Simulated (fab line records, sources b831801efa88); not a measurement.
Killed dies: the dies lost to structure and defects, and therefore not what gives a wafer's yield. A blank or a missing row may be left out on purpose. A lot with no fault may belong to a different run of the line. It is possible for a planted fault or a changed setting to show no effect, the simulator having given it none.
Code-filled problem report in 8D (eight disciplines) form    flow sky130    the parts of the form that need people (team, actions taken, sign-off) are left out

== 1. WHAT WENT WRONG ==
At SKY_FIELD_ISO_CVD_24, pressureMtorr averages 4.794 mTorr over 6 wafers from 2 lots, while fault-free wafers read 6.002 mTorr, standard deviation 0.012. That is -99 or more standard deviations from the usual mean.
The step: deposits SiO2, target thk 595 nm, time 99.2 s.
Seen first at day 4 18:36 on hdpcvd-02, wafer L878.1. The record holds 39 wafers of 13 lots with a number at this step. Rule for "out", or "out of limits": more than 4 standard deviations from the usual mean. Any other wafer with a number is counted as sound.

== 2. WHAT THIS IS AND IS NOT ==
question                     is                      is not
which readings at this step  pressureMtorr           susceptorTempC
which lots                   L878, L880              L867, L868, L869, L871, L872, L874, L883, L884, L885, L887, L889
which wafers of those lots   all that have a number  -
read on which tools          hdpcvd-02               hdpcvd-01
when                         from day 4 18:36        up to then (18 sound wafers); but 15 sound wafers of L883, L884, L885, L887, L889 came after

== 3. SUSPECTS, AND WHAT RULES EACH OUT ==
Counting: a tool at any process step up to the reading remains a suspect when it ran all the lots that are out and ran no sound lot after the first of those.
- hdpcvd-02 at SKY_FIELD_ISO_CVD_24 (deposits SiO2, target thk 595 nm, time 99.2 s): kept. Every lot that is out went through it, starting with L878 (day 4 18:36), and after that it ran no sound lot; the last sound lot it ran before then is L872 (day 3 10:34). Its own readings are out on those wafers: pressureMtorr.
The count leaves hdpcvd-02 at SKY_FIELD_ISO_CVD_24.

== 4. THE CAUSE (what the simulator had put in) ==
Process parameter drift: hdpcvd-02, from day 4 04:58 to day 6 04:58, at SKY_FIELD_ISO_CVD_24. From 6, the setting pressureMtorr moved by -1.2. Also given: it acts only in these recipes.
The count eliminated every tool but this one.

== 5. THE CHAIN OF EFFECTS, in route order ==
Each row: a reading whose mean over the struck wafers that have a number lies more than 3 standard deviations from the usual. Scope: only readings with a usual standard deviation given in the record; hours: median across lots of the time from each lot's start at the first step in this table that gives one to its start at this step; sigmas: change in usual standard deviations.
hours  step                  reading        usual        on struck wafers  change  sigmas
0      SKY_FIELD_ISO_CVD_24  pressureMtorr  6.002 mTorr  4.794             -1.208  -99 or more
Here are the process steps it includes:
- SKY_FIELD_ISO_CVD_24: deposits SiO2, target thk 595 nm, time 99.2 s.
Later measuring or inspecting steps at which every struck wafer that the step has a row for has a number for every such reading, and none has moved that far: SKY_NWELL_OVL_MEAS_23.

== 6. WHAT WOULD HAVE CAUGHT IT SOONER ==
14 hours passed between the start of the fault at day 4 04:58 and the first reading out of limits in this record, taken at day 4 18:36.
